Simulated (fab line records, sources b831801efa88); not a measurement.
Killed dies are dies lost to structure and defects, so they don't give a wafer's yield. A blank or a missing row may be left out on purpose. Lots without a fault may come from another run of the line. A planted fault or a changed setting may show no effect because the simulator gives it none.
fab line records | flow sky130 | part 2 of 2: steps 25 to 33 of 33
record lots=5 wafers=15 last_day=50
route steps=708 shown LDD_HVP@286 LDD_LDN@289 SPACER@304 POLY_CUT@307
lots that met no fault: from a run of the same line without faults
start_h: hours from the record's first day to the start of the lot's first wafer shown | wait_h: hours since the lot's step before | " the same as in the row above | L1.1+2: a row that stands for several wafers | - no value, or no start given | * or withheld: withheld | < > ~ a bound
route shown NAME@n: a module of which the file shows steps, and the number in the route of the first | usual: mean/standard deviation of fault-free wafers | same: alike in all rows | chamber/n: place in a boat | sites: the reading at each site | _std_site: their standard deviation | _edge_site: outer sites' mean less inner sites' | radius_mm: how far each site lies from the wafer's centre | mask NAME#n: copy n | behind: the tool/chamber that last shaped the wafer | hold: why the lot was held/for how many hours/how that ended | device: the transistor (n, p or np) that didn't switch | end of line: the same wafers' tests at the end of the route | a step without rows: its recipe alone | killed: dies lost to structure and defects at the first sort, not the wafer's yield | map: a wafer's dies, x killed, . not, _ none there
set.NAME: the setting as run; set.NAME@STEP: as run at that earlier step | model.NAME: the simulator's own value behind a step, which no gauge read
lots at some steps of the route; a table a step, a row a wafer
services: from which hour (start_h, from the record's first day; less than 0 if before it) a tool's chamber was out of use, for how many hours, and why
## steps
# step SKY_POLY_CUT_COAT_03
# recipe resist=KrF-thick spin_rpm=3000 resist_thk_nm=450
# usual chill_plate_temp_C=22.98/0.12
# columns lot.wafer tool chamber start_h wait_h chill_plate_temp_C
L079.1 litho_track-04 0 - - 23.11
L079.2 " 0 " " 22.95
L079.6 " 0 " " 23.08
L086.2 litho_track-04 0 - - 22.84
L086.3 " 0 " " 23.10
L086.4 " 0 " " 23.00
L089.3 litho_track-02 0 - - 23.07
L089.4 " 0 " " 22.98
L089.6 " 0 " " 23.00
L092.2 litho_track-04 0 - - 22.92
L092.4 " 0 " " 23.04
L092.6 " 0 " " 22.90
L094.1 litho_track-02 0 - - 23.10
L094.3 " 0 " " 23.14
L094.4 " 0 " " 23.18
# step SKY_POLY_CUT_SOFTBAKE_04
# recipe temp_c=100 time_s=90 resist=KrF-thick
# usual chill_plate_temp_C=22.99/0.11
# columns lot.wafer tool chamber start_h wait_h chill_plate_temp_C
L079.1 litho_track-04 0 - - 23.08
L079.2 " 0 " " 23.12
L079.6 " 0 " " 23.14
L086.2 litho_track-04 0 - - 22.89
L086.3 " 0 " " 22.94
L086.4 " 0 " " 23.02
L089.3 litho_track-02 0 - - 22.99
L089.4 " 0 " " 23.01
L089.6 " 0 " " 22.98
L092.2 litho_track-04 0 - - 22.95
L092.4 " 0 " " 22.93
L092.6 " 0 " " 22.89
L094.1 litho_track-02 0 - - 23.06
L094.3 " 0 " " 22.87
L094.4 " 0 " " 22.98
# step SKY_POLY_CUT_EXPOSE_05
# recipe mask_id=NPCM na=0.8 source_shape=annular sigma_inner=0.55 sigma_outer=0.85 target_cd_nm=270 dose_mj=32
# columns lot.wafer tool chamber start_h wait_h mask
L079.1+2+6 krf_scanner-01 0 - - NPCM#0
L086.2+3+4 krf_scanner-02 0 - - NPCM#0
L089.3+4+6 krf_scanner-02 0 - - NPCM#0
L092.2+4+6 krf_scanner-02 0 - - NPCM#0
L094.1+3+4 krf_scanner-01 0 - - NPCM#0
# step SKY_POLY_CUT_PEB_06
# recipe peb_temp_c=withheld peb_time_s=withheld resist=KrF-thick
# usual chill_plate_temp_C=*
# columns lot.wafer tool chamber start_h wait_h chill_plate_temp_C
L079.1 litho_track-01 0 - - *
L079.2 " 0 " " *
L079.6 " 0 " " *
L086.2 litho_track-02 0 - - *
L086.3 " 0 " " *
L086.4 " 0 " " *
L089.3 litho_track-01 0 - - *
L089.4 " 0 " " *
L089.6 " 0 " " *
L092.2 litho_track-04 0 - - *
L092.4 " 0 " " *
L092.6 " 0 " " *
L094.1 litho_track-02 0 - - *
L094.3 " 0 " " *
L094.4 " 0 " " *
# step SKY_POLY_CUT_DEVELOP_07
# recipe develop_time_s=60 resist=KrF-thick dev_temp_c=21
# usual chill_plate_temp_C=22.99/0.097
# columns lot.wafer tool chamber start_h wait_h chill_plate_temp_C
L079.1 litho_track-01 0 - - 23.18
L079.2 " 0 " " 23.03
L079.6 " 0 " " 23.08
L086.2 litho_track-02 0 - - 23.04
L086.3 " 0 " " 22.83
L086.4 " 0 " " 22.94
L089.3 litho_track-01 0 - - 23.02
L089.4 " 0 " " 23.05
L089.6 " 0 " " 22.97
L092.2 litho_track-04 0 - - 22.99
L092.4 " 0 " " 23.22
L092.6 " 0 " " 23.18
L094.1 litho_track-02 0 - - 23.04
L094.3 " 0 " " 23.10
L094.4 " 0 " " 22.91
# step SKY_POLY_CUT_CD_MEAS_08
# recipe target_cd_nm=270
# usual cd_nm=269.7/1.5
# columns lot.wafer tool chamber start_h wait_h cd_nm
L079.1 cd_sem-02 - 596.83 - 267.0
L079.2 " - " " 267.1
L079.6 " - " " 266.9
L086.2 cd_sem-01 - 653.55 - 270.0
L086.3 " - " " 269.4
L086.4 " - " " 268.4
L089.3 cd_sem-01 - 681.32 - 267.9
L089.4 " - " " 269.6
L089.6 " - " " 269.0
L092.2 cd_sem-02 - 708.29 - 268.0
L092.4 " - " " 266.9
L092.6 " - " " 268.1
L094.1 cd_sem-01 - 727.08 - 269.4
L094.3 " - " " 269.9
L094.4 " - " " 270.5
# step SKY_POLY_CUT_OVL_MEAS_09
# usual POLY_CUT_OVL=0/4.4
# columns lot.wafer tool chamber start_h wait_h POLY_CUT_OVL[nm]
L079.1 overlay-02 - 596.95 0.1 -5
L079.2 " - " " -5
L079.6 " - " " -1
L086.2 overlay-02 - 653.66 0.1 3
L086.3 " - " " 7
L086.4 " - " " 1
L089.3 overlay-02 - 681.41 0.1 2
L089.4 " - " " 4
L089.6 " - " " 5
L092.2 overlay-01 - 708.39 0.1 -1
L092.4 " - " " 3
L092.6 " - " " 4
L094.1 overlay-02 - 727.20 0.1 -1
L094.3 " - " " 5
L094.4 " - " " 0
# step SKY_POLY_CUT_ETCH_10
# recipe chemistry=N2/H2 target=BARC ion_energy_ev=200 source_w=500 bias_w=100 pressure_mtorr=30 n2_flow_sccm=100 h2_flow_sccm=200 stop_on=SiO2 time_s=45.9 target_depth_a=600
# usual drypump_motor_current_A=5.8/0.44 oes_product_au=0.854/0.0049 throttle_valve_pct=13.225/0.0091
# columns lot.wafer tool chamber start_h wait_h drypump_motor_current_A oes_product_au rf_hours_counter_h throttle_valve_pct
L079.1 rie_diel-03 0 596.99 0.0 6.6 0.860 7 13.208
L079.2 " 2 " " 5.6 0.863 13 13.226
L079.6 " 2 " " 5.6 0.845 - 13.232
L086.2 rie_diel-03 0 653.69 0.0 6.5 0.852 8 13.228
L086.3 " 1 " " 5.6 0.862 57 13.237
L086.4 " 2 " " 5.5 0.856 13 13.234
L089.3 rie_diel-01 1 681.44 0.0 5.7 0.851 19 13.220
L089.4 " 2 " " 5.9 0.849 14 13.226
L089.6 " 2 " " 5.9 0.852 - 13.212
L092.2 rie_diel-03 2 708.42 0.0 5.6 0.854 15 13.227
L092.4 " 1 " " 5.6 0.854 - 13.216
L092.6 " 2 " " 5.5 0.851 - 13.245
L094.1 rie_diel-04 3 727.24 0.0 6.1 0.860 6 13.239
L094.3 " 2 " " 6.4 0.857 8 13.234
L094.4 " 0 " " 5.0 0.850 4 13.227
# step SKY_POLY_CUT_ETCH_11
# recipe target=Si3N4 chemistry=CF4/CH2F2/Ar stop_on=poly-Si source_w=600 bias_w=150 pressure_mtorr=40 cf4_flow_sccm=40 ch2f2_flow_sccm=20 Ar_flow_sccm=150 time_s=42.5 target_depth_a=600
# usual drypump_motor_current_A=5.8/0.44 oes_product_au=0.833/0.0069 throttle_valve_pct=14.995/0.0084
# columns lot.wafer tool chamber start_h wait_h drypump_motor_current_A oes_product_au rf_hours_counter_h throttle_valve_pct
L079.1 rie_diel-03 0 597.03 0.0 6.5 0.819 7 14.986
L079.2 " 2 " " 5.6 0.835 13 14.996
L079.6 " 2 " " 5.6 0.827 - 14.989
L086.2 rie_diel-03 0 653.73 0.0 6.5 0.822 8 14.989
L086.3 " 1 " " 5.6 0.820 57 14.989
L086.4 " 2 " " 5.5 0.826 14 14.990
L089.3 rie_diel-01 1 681.48 0.0 5.7 0.826 19 14.986
L089.4 " 2 " " 5.9 0.822 14 15.001
L089.6 " 2 " " 5.9 0.827 - 15.009
L092.2 rie_diel-03 2 708.49 0.0 5.6 0.836 15 14.993
L092.4 " 1 " " 5.6 0.836 - 14.993
L092.6 " 2 " " 5.6 0.829 - 14.991
L094.1 rie_diel-04 3 727.28 0.0 6.1 0.824 6 14.995
L094.3 " 2 " " 6.4 0.836 8 15.003
L094.4 " 0 " " 5.0 0.837 4 14.994
## services
# columns tool chamber start_h hours kind
rie_diel-03 1 512.22 3.1 repair
implanter-02 - 512.65 1.5 repair
plasma_asher-02 - 522.68 2.8 pm
krf_scanner-02 - 525.74 0.8 pm
rie_diel-01 2 530.14 4.4 repair
rie_diel-01 0 533.18 7.6 repair
lpcvd-02 - 535.13 14.6 pm
rie_diel-01 3 542.83 28.9 repair
rie_diel-01 2 558.36 4.7 repair
rie_diel-01 - 565.45 2.8 pm
implanter-01 - 575.18 4.4 pm
iline_stepper-02 - 578.28 1.7 pm
wet_bench-03 - 593.39 1.9 pm
implanter-02 - 601.28 3.4 repair
lpcvd-02 - 614.14 6.0 pm
krf_scanner-02 - 625.53 3.9 repair
krf_scanner-02 - 629.40 1.3 pm
implanter-01 - 633.74 3.3 repair
rie_diel-03 3 635.88 10.3 repair
rie_diel-01 3 636.98 7.7 repair
krf_scanner-02 - 653.64 1.0 pm
rie_diel-01 0 658.97 3.0 repair
rie_diel-03 0 704.40 7.7 repair
lpcvd-02 - 721.47 0.8 pm
